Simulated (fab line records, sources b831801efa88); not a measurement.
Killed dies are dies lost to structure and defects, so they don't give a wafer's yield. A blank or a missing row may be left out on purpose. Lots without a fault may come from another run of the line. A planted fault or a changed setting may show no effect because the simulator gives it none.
Problem report in the 8D (eight disciplines) form, filled by code | flow sky130 | the parts of the form that need people (team, actions taken, sign-off) are left out

1. THE PROBLEM
NWELL_RS at SKY_NWELL_RS_MEAS_29 reads a mean of 641.7 ohm/sq on 6 wafers of 2 lots; wafers without a fault read 624.6 ohm/sq with a standard deviation of 1.5. That is +11 standard deviations from the usual mean.
The step: measures by four-point-probe.
First seen on wafer L762.1, day 9 02:51, on film_metro-03. The record holds 36 wafers of 12 lots with a number at this step. Rule for "out", or "out of limits": more than 4 standard deviations from the usual mean. The other wafers with a number count as sound.

2. WHAT IT IS AND WHAT IT IS NOT
question                    | is                           | is not
which readings at this step | NWELL_RS                     | -
which lots                  | L762, L763                   | L749, L750, L751, L753, L754, L757, L765, L767, L769, L771
which wafers of those lots  | all that have a number       | -
read on which gauges        | film_metro-02, film_metro-03 | film_metro-04
when                        | from day 9 02:51             | up to then (18 sound wafers); but 12 sound wafers of L765, L767, L769, L771 came after

3. SUSPECTS, AND WHAT RULES EACH OUT
Counting: a tool at a process step up to the reading stays a suspect if it ran every lot that is out and no sound lot after the first of them.
- the gauge at SKY_NWELL_RS_MEAS_29: ruled out. The wafers that are out were read on 2 gauges (film_metro-02, film_metro-03).
- implanter-04 at SKY_NWELL_IMPLANT_11: kept. It ran every lot that is out, first L762 (day 8 04:44), and no sound lot after that; its last sound lot up to then is L754 (day 5 22:56). Its own readings are out on those wafers: beam_energy_keV.
Left after counting: implanter-04 at SKY_NWELL_IMPLANT_11.

4. THE CAUSE (what the simulator had put in)
Process parameter drift: implanter-04, from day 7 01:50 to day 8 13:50, at SKY_NWELL_IMPLANT_11. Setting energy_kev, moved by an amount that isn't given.
Counting left only this tool.

5. THE CHAIN OF EFFECTS, in route order
Each row: a reading whose mean over the struck wafers that have a number lies more than 3 standard deviations from the usual. Only readings for which the record gives a usual standard deviation are gone through. hours: the time from each lot's start at the first step in this table that gives one to its start at this step, as a median over the lots. sigmas: the change in usual standard deviations.
hours | step                 | reading         | usual        | on struck wafers | change | sigmas
0     | SKY_NWELL_IMPLANT_11 | beam_energy_keV | 399.96       | 358.50           | -41.46 | -99 or more
22    | SKY_NWELL_RS_MEAS_29 | NWELL_RS        | 624.6 ohm/sq | 641.7            | +17.1  | +11
The process steps in it:
- SKY_NWELL_IMPLANT_11
Later measuring or inspecting steps at which every struck wafer that the step has a row for has a number for every such reading, and none has moved that far: SKY_METAL1_CD_MEAS_15, SKY_METAL2_THK_MEAS_06.

6. WHAT WOULD HAVE CAUGHT IT SOONER
In this record the first reading out of limits at a measuring or inspecting step was taken at day 9 02:51, 49 hours after the fault began at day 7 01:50.
The tool's own readings at SKY_NWELL_IMPLANT_11 were out on every struck wafer that the step has a row for (beam_energy_keV): an alarm limit on them would have fired on the first of those.
All the lots that are out (2) had begun SKY_NWELL_IMPLANT_11 on implanter-04 by day 9 02:51. A hold on the tool at that time would have spared none of them.
